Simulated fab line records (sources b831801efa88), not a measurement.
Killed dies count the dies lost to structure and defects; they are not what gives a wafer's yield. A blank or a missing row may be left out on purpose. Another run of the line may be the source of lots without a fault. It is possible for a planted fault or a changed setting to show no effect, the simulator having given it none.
Which of the tools did it? || flow gf180mcu || 11 lots, 33 wafers sampled, at 3 steps of a route of 602

== WHAT EACH GAUGE READ, for each wafer ==
GF_M3_OVL_MEAS_15. Usual: M3_OVL typically reads 1 nm, with standard deviation 5.2.
{"lot": "L363", "measured": "day 21 21:22", "on": "overlay-02", "M3_OVL (nm)": "9 1 4", "flag": ""}
{"lot": "L366", "measured": "day 22 18:55", "on": "overlay-02", "M3_OVL (nm)": "5 5 1", "flag": ""}
{"lot": "L369", "measured": "day 23 19:49", "on": "overlay-02", "M3_OVL (nm)": "10 13 6", "flag": ""}
{"lot": "L370", "measured": "day 24 09:16", "on": "overlay-01", "M3_OVL (nm)": "7 13 8", "flag": ""}
{"lot": "L373", "measured": "day 25 03:02", "on": "overlay-01", "M3_OVL (nm)": "-1 1 6", "flag": ""}
{"lot": "L374", "measured": "day 25 17:07", "on": "overlay-01", "M3_OVL (nm)": "0 0 1", "flag": ""}
{"lot": "L379", "measured": "day 27 01:25", "on": "overlay-01", "M3_OVL (nm)": "4 -3 4", "flag": ""}
{"lot": "L382", "measured": "day 28 01:19", "on": "overlay-02", "M3_OVL (nm)": "3 4 8", "flag": ""}
{"lot": "L383", "measured": "day 28 06:54", "on": "overlay-02", "M3_OVL (nm)": "-5 -6 -8", "flag": ""}
{"lot": "L384", "measured": "day 28 09:53", "on": "overlay-02", "M3_OVL (nm)": "6 -2 0", "flag": ""}
{"lot": "L385", "measured": "day 28 17:10", "on": "overlay-01", "M3_OVL (nm)": "1 4 -1", "flag": ""}

GF_V3_THK_MEAS_01. Usual: V3_CVD_00_THK typically reads 600 nm, with standard deviation 5.5.
{"lot": "L363", "measured": "day 21 22:14", "on": "film metro-03", "V3_CVD_00_THK (nm)": "598 597 602", "flag": ""}
{"lot": "L366", "measured": "day 22 19:41", "on": "film metro-03", "V3_CVD_00_THK (nm)": "616 613 608", "flag": ""}
{"lot": "L369", "measured": "day 23 20:36", "on": "film metro-04", "V3_CVD_00_THK (nm)": "606 611 603", "flag": ""}
{"lot": "L370", "measured": "day 24 10:35", "on": "film metro-03", "V3_CVD_00_THK (nm)": "600 596 600", "flag": ""}
{"lot": "L373", "measured": "day 25 04:09", "on": "film metro-03", "V3_CVD_00_THK (nm)": "605 599 600", "flag": ""}
{"lot": "L374", "measured": "day 25 18:01", "on": "film metro-04", "V3_CVD_00_THK (nm)": "601 594 593", "flag": ""}
{"lot": "L379", "measured": "day 27 02:12", "on": "film metro-02", "V3_CVD_00_THK (nm)": "607 605 595", "flag": ""}
{"lot": "L382", "measured": "day 28 02:05", "on": "film metro-04", "V3_CVD_00_THK (nm)": "591 592 593", "flag": ""}
{"lot": "L383", "measured": "day 28 07:45", "on": "film metro-03", "V3_CVD_00_THK (nm)": "603 606 600", "flag": ""}
{"lot": "L384", "measured": "day 28 10:41", "on": "film metro-04", "V3_CVD_00_THK (nm)": "598 600 593", "flag": ""}
{"lot": "L385", "measured": "day 28 17:56", "on": "film metro-03", "V3_CVD_00_THK (nm)": "606 596 605", "flag": ""}

== EACH LOT AND THE TOOL THAT RAN IT (in order: tool; ch and the chambers of the sampled wafers; start) ==
{"lot": "L363", "GF_M3_SPUTTER_02": "pvd sputter-03, day 20 21:16"}
{"lot": "L366", "GF_M3_SPUTTER_02": "pvd sputter-01, day 21 20:34"}
{"lot": "L369", "GF_M3_SPUTTER_02": "pvd sputter-01, day 22 22:25"}
{"lot": "L370", "GF_M3_SPUTTER_02": "pvd sputter-04, day 23 10:56"}
{"lot": "L373", "GF_M3_SPUTTER_02": "pvd sputter-01, day 24 05:19"}
{"lot": "L374", "GF_M3_SPUTTER_02": "pvd sputter-01, day 24 19:34"}
{"lot": "L379", "GF_M3_SPUTTER_02": "pvd sputter-04, day 26 04:43"}
{"lot": "L382", "GF_M3_SPUTTER_02": "pvd sputter-01, day 27 04:49"}
{"lot": "L383", "GF_M3_SPUTTER_02": "pvd sputter-04, day 27 11:13"}
{"lot": "L384", "GF_M3_SPUTTER_02": "pvd sputter-04, day 27 13:47"}
{"lot": "L385", "GF_M3_SPUTTER_02": "pvd sputter-03, day 27 22:08"}
- GF_M3_SPUTTER_02: material AlCu, target thk 450 nm, time 23.9 s.

== WHAT THE TOOLS THEMSELVES READ (means of the sampled wafers that have a number; where no wafer has one, the mark that the record gives instead) ==
GF_M3_SPUTTER_02. Usual: throttle valve pct at 30.2 %, with a standard deviation of 1.
{"lot": "L363", "tool": "pvd sputter-03", "throttle valve pct (%)": 30.8, "flag": ""}
{"lot": "L366", "tool": "pvd sputter-01", "throttle valve pct (%)": 29.5, "flag": ""}
{"lot": "L369", "tool": "pvd sputter-01", "throttle valve pct (%)": 29.3, "flag": ""}
{"lot": "L370", "tool": "pvd sputter-04", "throttle valve pct (%)": 30.5, "flag": ""}
{"lot": "L373", "tool": "pvd sputter-01", "throttle valve pct (%)": 29.7, "flag": ""}
{"lot": "L374", "tool": "pvd sputter-01", "throttle valve pct (%)": 29.2, "flag": ""}
{"lot": "L379", "tool": "pvd sputter-04", "throttle valve pct (%)": 31.0, "flag": ""}
{"lot": "L382", "tool": "pvd sputter-01", "throttle valve pct (%)": 29.6, "flag": ""}
{"lot": "L383", "tool": "pvd sputter-04", "throttle valve pct (%)": 30.3, "flag": ""}
{"lot": "L384", "tool": "pvd sputter-04", "throttle valve pct (%)": 30.8, "flag": ""}
{"lot": "L385", "tool": "pvd sputter-03", "throttle valve pct (%)": 30.3, "flag": ""}

== THE ANSWER, worked out from the rows above alone ==
Rule: lot off if the mean of its wafers having a number is beyond 3 standard deviations from the usual mean. Also off: a lot with no number at a reading for which 4 or more lots have one. Where the step has rows for the other lots, those lots are counted as sound. After the gauges, taken in route order, come the tools' own readings; for these a lot's mean is taken, as printed above. The first step at which some lot is off is used, and at that step the reading that is off furthest; a lot without a number counts as furthest.
No lot is off at any reading shown: from this, nothing can be told.

== WHAT HAD BEEN PUT IN BY THE SIMULATOR ==
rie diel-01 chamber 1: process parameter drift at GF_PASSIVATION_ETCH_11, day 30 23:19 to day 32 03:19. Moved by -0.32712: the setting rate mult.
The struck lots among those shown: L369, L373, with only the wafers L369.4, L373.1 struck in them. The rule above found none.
